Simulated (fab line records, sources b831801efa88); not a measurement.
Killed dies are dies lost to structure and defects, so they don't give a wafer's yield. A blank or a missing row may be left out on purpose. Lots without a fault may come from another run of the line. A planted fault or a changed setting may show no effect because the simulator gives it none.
Which tool did it? | flow sky130 | 14 lots, 42 wafers sampled, at 4 steps of a route of 708

WHAT THE GAUGES READ, wafer by wafer
SKY_LDD_HVP_TW_MEAS_10. Usual: LDD_HVP_TW 458, standard deviation 4.6.
lot  | measured     | on            | LDD_HVP_TW  | flag
L952 | day 22 01:20 | film_metro-02 | 464 465 463 |
L953 | day 22 17:47 | film_metro-04 | 457 458 456 |
L954 | day 23 04:31 | film_metro-03 | 455 456 455 |
L955 | day 23 10:23 | film_metro-04 | 30 30 30    | OFF
L956 | day 23 22:51 | film_metro-04 | 30 30 30    | OFF
L959 | day 25 08:32 | film_metro-03 | 456 456 453 |
L965 | day 27 08:47 | film_metro-04 | 454 454 455 |
L966 | day 27 11:32 | film_metro-02 | 466 465 465 |
L967 | day 27 22:59 | film_metro-04 | 454 454 456 |
L968 | day 28 05:57 | film_metro-03 | 454 456 456 |
L969 | day 28 21:01 | film_metro-04 | 455 454 455 |
L970 | day 29 05:54 | film_metro-04 | 456 459 458 |
L971 | day 29 09:01 | film_metro-02 | 463 466 464 |
L972 | day 29 15:26 | film_metro-02 | 466 466 465 |

SKY_LOCAL_INTERCONNECT_RS_MEAS_01: measures by four-point-probe. Usual: LOCAL_INTERCONNECT_TIN_RS 14.14 ohm/sq, standard deviation 0.14.
lot  | measured     | on            | LOCAL_INTERCONNECT_TIN_RS (ohm/sq) | flag
L952 | day 29 17:46 | film_metro-02 | 14.29 14.46 14.38                  |
L953 | day 30 06:31 | film_metro-02 | 14.31 14.34 14.29                  |
L954 | day 30 18:22 | film_metro-03 | 13.85 13.99 13.79                  |
L959 | day 32 21:13 | film_metro-04 | 14.02 13.99 13.96                  |
L965 | day 34 12:57 | film_metro-04 | 14.15 14.11 14.07                  |
L966 | day 34 14:06 | film_metro-02 | 14.18 14.23 14.20                  |
L967 | day 35 01:07 | film_metro-03 | 14.20 14.25 14.25                  |
L968 | day 35 09:47 | film_metro-04 | 13.77 13.82 13.97                  |
L969 | day 35 20:38 | film_metro-04 | 14.00 14.15 14.08                  |
L970 | day 36 05:22 | film_metro-02 | 14.18 14.20 14.05                  |
L971 | day 36 09:03 | film_metro-02 | 14.35 14.39 14.30                  |
L972 | day 36 14:13 | film_metro-04 | 14.19 14.17 14.07                  |

WHICH TOOL RAN EACH LOT (tool, then ch and the chambers of the sampled wafers, then the start)
lot  | SKY_LDD_HVP_IMPLANT_08          | SKY_SD_P_STRIP_10
L952 | implanter-03 ch 0, day 22 01:05 | plasma_asher-01 ch 0,1, day 25 23:57
L953 | implanter-01 ch 0, day 22 17:33 | plasma_asher-01 ch 0,1, day 26 13:08
L954 | implanter-03 ch 0, day 23 04:13 | plasma_asher-02 ch 0,1, day 27 02:15
L955 | implanter-01, day 23 10:08      | -
L956 | implanter-04, day 23 22:38      | -
L959 | implanter-03 ch 0, day 25 08:18 | plasma_asher-03 ch 0,1, day 29 05:51
L965 | implanter-04 ch 0, day 27 08:32 | plasma_asher-03 ch 0,1, day 31 01:00
L966 | implanter-04 ch 0, day 27 11:17 | plasma_asher-02 ch 0,1, day 31 01:59
L967 | implanter-03 ch 0, day 27 22:44 | plasma_asher-02 ch 0,1, day 31 14:32
L968 | implanter-03 ch 0, day 28 05:44 | plasma_asher-02 ch 0,1, day 31 21:32
L969 | implanter-03 ch 0, day 28 20:46 | plasma_asher-01 ch 0,1, day 32 11:26
L970 | implanter-04 ch 0, day 29 05:41 | plasma_asher-01 ch 0,1, day 32 19:40
L971 | implanter-04 ch 0, day 29 08:46 | plasma_asher-02 ch 0,1, day 32 23:33
L972 | implanter-03 ch 0, day 29 15:11 | plasma_asher-02 ch 0,1, day 33 03:35
- SKY_LDD_HVP_IMPLANT_08
- SKY_SD_P_STRIP_10: strips in O2/N2.

WHAT THE TOOLS THEMSELVES READ (means of the sampled wafers that have a number; where no wafer has one, the mark that the record gives instead)
SKY_LDD_HVP_IMPLANT_08. Usual: beam_energy_keV 19.999, standard deviation 0.0056; beam_on_s 9.99 s, standard deviation 0.23.
lot  | tool         | beam_energy_keV | beam_on_s (s) | flag
L952 | implanter-03 | 19.993          | 10.18         |
L953 | implanter-01 | 19.994          | 9.89          |
L954 | implanter-03 | 19.998          | 9.73          |
L955 | implanter-01 | -               | -             | OFF
L956 | implanter-04 | -               | -             | OFF
L959 | implanter-03 | 19.996          | 10.05         |
L965 | implanter-04 | 20.003          | 10.24         |
L966 | implanter-04 | 20.000          | 10.13         |
L967 | implanter-03 | 20.003          | 10.06         |
L968 | implanter-03 | 20.002          | 10.08         |
L969 | implanter-03 | 19.997          | 9.91          |
L970 | implanter-04 | 19.991          | 10.11         |
L971 | implanter-04 | 19.999          | 10.10         |
L972 | implanter-03 | 19.998          | 9.57          |

SKY_SD_P_STRIP_10. Usual: drypump_motor_current_A 5.84 A, standard deviation 0.28; oes_product_au 0.618 a.u., standard deviation 0.0049; strip_time_to_endpoint_s 17.53 s, standard deviation 0.041.
lot  | tool            | drypump_motor_current_A (A) | oes_product_au (a.u.) | strip_time_to_endpoint_s (s) | flag
L952 | plasma_asher-01 | 5.74                        | 0.619                 | 17.62                        |
L953 | plasma_asher-01 | 5.87                        | 0.616                 | 17.50                        |
L954 | plasma_asher-02 | 5.64                        | 0.616                 | 17.55                        |
L959 | plasma_asher-03 | 6.16                        | 0.620                 | 17.53                        |
L965 | plasma_asher-03 | 6.15                        | 0.612                 | 17.54                        |
L966 | plasma_asher-02 | 5.68                        | 0.612                 | 17.51                        |
L967 | plasma_asher-02 | 5.69                        | 0.620                 | 17.52                        |
L968 | plasma_asher-02 | 5.64                        | 0.617                 | 17.52                        |
L969 | plasma_asher-01 | 5.86                        | 0.617                 | 17.59                        |
L970 | plasma_asher-01 | 5.88                        | 0.619                 | 17.53                        |
L971 | plasma_asher-02 | 5.68                        | 0.618                 | 17.54                        |
L972 | plasma_asher-02 | 5.63                        | 0.616                 | 17.55                        |

THE ANSWER, worked out from the rows above alone
Rule: a lot is off if the mean of its wafers that have a number lies more than 3 standard deviations from the usual mean. A lot without any number at a reading at which 4 lots or more have one is off too. The other lots that the step has rows for count as sound. The gauges are gone through in route order, then the tools' own readings, and for those a lot's mean is taken as printed above. The first step at which some lot is off is used, and at that step the reading that is off furthest; a lot without a number counts as furthest.
Off: L955, L956, at SKY_LDD_HVP_TW_MEAS_10 (LDD_HVP_TW).
A tool fits if, at a process step before that reading, it ran every lot that is off, and no sound lot after the first of them. The gauges at SKY_LDD_HVP_TW_MEAS_10 aren't tried: what is off there is off at SKY_LDD_HVP_IMPLANT_08 too, on other tools, and a gauge's error can't cause that. None of those tried fits.

WHAT THE SIMULATOR HAD PUT IN
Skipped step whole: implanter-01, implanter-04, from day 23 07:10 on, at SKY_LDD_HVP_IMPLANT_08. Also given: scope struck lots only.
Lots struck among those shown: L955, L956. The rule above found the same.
